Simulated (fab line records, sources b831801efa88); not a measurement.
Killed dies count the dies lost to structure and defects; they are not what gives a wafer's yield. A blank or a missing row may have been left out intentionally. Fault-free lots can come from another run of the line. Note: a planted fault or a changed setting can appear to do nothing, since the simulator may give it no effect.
Which tool did it? ; flow sky130 ; Sampling: 6 lots, 17 wafers, 3 of 708 route steps

## WHAT THE GAUGES READ, wafer by wafer
SKY_NWELL_TW_MEAS_15.
lot;measured;on;NWELL_TW
L277;day 5 01:25;film metro-04;1802 1800 1802
L279;day 5 13:28;film metro-02;1785 1798 1791
L281;day 6 01:55;film metro-03;1806 1813 1803
L292;day 8 20:10;film metro-02;1790 1787
L294;day 9 03:29;film metro-02;1793 1791 1794
L297;day 10 07:16;film metro-04;1801 1804 1805

## WHAT TOOL EACH LOT RAN ON (gives the tool, then ch and the chambers of the sampled wafers, and finally the start)
lot;SKY_PWDE_COAT_02;SKY_PWDE_STRIP_09
L277;litho track-03 ch 0, day 3 23:29;plasma asher-03 ch 0,1, day 4 08:20
L279;litho track-04 ch 0, day 4 11:37;plasma asher-03 ch 0,1, day 4 19:59
L281;litho track-02 ch 0, day 4 22:22;plasma asher-03 ch 1, day 5 07:19
L292;litho track-02 ch 0, day 7 12:37;plasma asher-03 ch 0,1, day 7 22:34
L294;litho track-03 ch 0, day 7 19:02;plasma asher-01 ch 0,1, day 8 05:26
L297;litho track-03 ch 0, day 8 21:46;plasma asher-03 ch 0,1, day 9 09:20
- SKY_PWDE_COAT_02: resist thk 3000 nm.
- SKY_PWDE_STRIP_09: strips in O2/N2.

## THE ANSWER, worked out from the rows above alone
Rule: the usual values come from the lots themselves. The widest of any qualifying gaps counts: lots, ordered by their means at a reading, are off when they make up no more than a third of the lots, leave a main group of 4 or more, and stand apart from it by 3 or more times the standard deviation of that group's means. If all means in a main group match to the digits the tables above print for the reading, that group is not used. Also off: a lot with no number at a reading for which 4 or more lots have one. Where the step has rows for the other lots, those lots are counted as sound.
Across all readings shown, no lot is off: no conclusion can be drawn from this.

## WHAT THE SIMULATOR PUT IN
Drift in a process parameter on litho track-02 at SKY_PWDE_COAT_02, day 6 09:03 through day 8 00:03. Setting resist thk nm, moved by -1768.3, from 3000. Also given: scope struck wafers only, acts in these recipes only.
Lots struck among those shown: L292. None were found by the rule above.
